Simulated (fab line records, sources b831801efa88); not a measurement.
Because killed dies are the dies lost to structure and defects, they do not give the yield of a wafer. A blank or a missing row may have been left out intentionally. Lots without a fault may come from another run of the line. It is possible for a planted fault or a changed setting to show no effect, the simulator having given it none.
A lot that was struck, set against a sound lot -- flow gf180mcu -- 22 steps out of a route of 602
Sound: wafers L465.1, L465.2, L465.6. The struck wafers were L474.4, L474.5, L474.6. The cause is named last.
At each step with rows: each side's tool, then ch and its chambers, then its first start. Under that, the readings that differ: sound wafers -- struck wafers -- difference of the means -- sigmas: that difference in standard deviations of wafers without a fault.
alike: words and numbers the same on both sides, and readings whose means are apart by under 2 such deviations; not compared: readings that were withheld, readings missing a value for some wafer, numbers with overlapping values and no deviation given by the record, and bounds like >300 which may hide the same value.
A row with sigmas, a row that says differs or no value, or rows on one side alone: a step with any of these is where the two part. Numbers that have no deviation but don't overlap get no sigmas and don't part them. A reading that every wafer of one side lacks parts them only if that side has two wafers or more.

GF_HV_LDD_CD_MEAS_31 targets a cd of 400 nm.
  sound on cd_sem-02, day 11 12:03; struck on cd_sem-02, day 14 10:46
  alike: cd_nm
GF_HV_LDD_OVL_MEAS_32:
  sound on overlay-02, day 11 12:10; struck on overlay-01, day 14 10:51
  alike: HV_LDD_02_OVL
then, 4 steps without rows for these wafers: GF_HV_LDD_IMPLANT_33; GF_HV_LDD_IMPLANT_34; GF_HV_LDD_IMPLANT_35; GF_HV_LDD_IMPLANT_36.
GF_HV_LDD_STRIP_37: strips in O2/N2.
  sound on plasma_asher-02 ch 0,1, day 11 12:49; struck on plasma_asher-02 ch 0,1, day 14 11:30
  alike: drypump_motor_current_A, heater_power_w, oes_product_au, strip_time_to_endpoint_s
  not compared: rf_hours_counter_h
GF_HV_LDD_TW_MEAS_38:
  sound on film_metro-01, day 11 12:55; struck on film_metro-02, day 14 11:35
  alike: HV_LDD_3_TW
then, 4 steps without rows for these wafers: GF_HV_LDD_DEHYDRATE_39 (time 60 s); GF_HV_LDD_HMDS_40 (prime time 60 s); GF_HV_LDD_COAT_41 (resist thk 1000 nm); GF_HV_LDD_SOFTBAKE_42 (time 60 s).
GF_HV_LDD_EXPOSE_43: exposes mask Pplus HV AREA, target cd 400 nm.
  sound on iline_stepper-01 ch 0, day 11 22:25; struck on iline_stepper-01 ch 0, day 14 22:07
reading,sound,struck,difference,sigmas
mask,Pplus_HV_AREA#0 Pplus_HV_AREA#0 Pplus_HV_AREA#0,Pplus_LV_AREA#0 Pplus_LV_AREA#0 Pplus_LV_AREA#0,differs,
then, 2 steps without rows for these wafers: GF_HV_LDD_PEB_44; GF_HV_LDD_DEVELOP_45 (develop time 60 s).
GF_HV_LDD_CD_MEAS_46 targets a cd of 400 nm.
  sound on cd_sem-02, day 12 07:37; struck on cd_sem-02, day 15 09:16
reading,sound,struck,difference,sigmas
cd_nm (nm),392.0 392.9 393.0,- - -,no value on the struck wafers,
GF_HV_LDD_OVL_MEAS_47:
  sound on overlay-01, day 12 07:44; struck on overlay-02, day 15 09:21
reading,sound,struck,difference,sigmas
HV_LDD_03_OVL (nm),0.2 2.4 1.2,- - -,no value on the struck wafers,
after that, 1 step had no rows for these wafers: GF_HV_LDD_IMPLANT_48.
GF_HV_LDD_STRIP_49: strips in O2/N2.
  sound on plasma_asher-04 ch 0,1, day 12 07:55; struck on plasma_asher-02 ch 0,1, day 15 09:33
  alike: drypump_motor_current_A, heater_power_w, oes_product_au, strip_time_to_endpoint_s
  not compared: rf_hours_counter_h
GF_HV_LDD_TW_MEAS_50:
  sound on film_metro-02, day 12 08:01; struck on film_metro-04, day 15 09:38
reading,sound,struck,difference,sigmas
HV_LDD_4_TW,562 563 564,30 30 30,-533,-99 or more
then, 1 step without rows for these wafers: GF_HV_LDD_CLEAN_51 (cleans in SC1/SC2, time 150 s).
-- record jumps: 16 days separate the struck wafers' starts on either side; left off in module HV_LDD, taken up again in module PASSIVATION, whose first shown step is the route's number 602 --
GF_PASSIVATION_PROBE_99:
  rows exist in the record for the struck wafers here (prober-01, day 31 18:28), but not for the sound ones

## WHERE THEY PART
Last at GF_PASSIVATION_PROBE_99 as far as this record goes, first at GF_HV_LDD_EXPOSE_43.

WHY: whatever the simulator had introduced
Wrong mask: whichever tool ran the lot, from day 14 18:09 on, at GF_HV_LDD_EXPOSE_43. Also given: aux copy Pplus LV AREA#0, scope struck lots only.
